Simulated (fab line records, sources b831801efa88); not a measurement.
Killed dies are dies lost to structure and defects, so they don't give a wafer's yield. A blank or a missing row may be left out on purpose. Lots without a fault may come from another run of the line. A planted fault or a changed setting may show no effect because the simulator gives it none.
Chamber matching | flow sky130 | SKY_VIA2_CMP_24 on cmp-01: 4 sister chambers
The step polishes, stops on SiO2, t overpolish 20 s, target thk 0 nm. 4 wafers are shown with their chamber, then 7 later ones without.

WAFERS WITH THEIR CHAMBER
wafer  | chamber | motor_current_A (A)
L978.5 | 0       | 11.7
L983.1 | 2       | 9.6
L990.2 | 3       | 11.2
L990.3 | 1       | 9.0

WAFERS WITHOUT THEIR CHAMBER
wafer  | motor_current_A (A)
L990.6 | 9.4
L992.1 | 9.0
L992.4 | 10.9
L992.5 | 10.2
L994.1 | 10.0
L994.3 | 9.4
L994.4 | 11.6

WHICH CHAMBER EACH WENT THROUGH
wafer  | from the rows above          | in truth
L990.6 | can't be placed: 2 or 1      | 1
L992.1 | can't be placed: 1 or 2      | 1
L992.4 | can't be placed: 3 or 0      | 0
L992.5 | can't be placed: 2 or 3 or 1 | 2
L994.1 | can't be placed: 2 or 1      | 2
L994.3 | can't be placed: 2 or 1      | 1
L994.4 | can't be placed: 0 or 3      | 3
Placed correctly: 0 of 7. Can't be placed from these rows: 7 (the true chamber is among the candidates in 7). Placed wrongly: 0.
How it was worked out, from the rows above alone: a wafer's distance from a chamber is the root of the sum, over the readings, of the square of ((its reading less the chamber's mean) divided by the reading's scatter). The wafer belongs to the nearest chamber; if the next one is less than 2 further off, it can't be placed. A chamber's mean is the mean of its shown wafers. The scatter: with one shown wafer a chamber, the root of the mean of the squares of how far each hidden wafer lies from its nearest shown one.
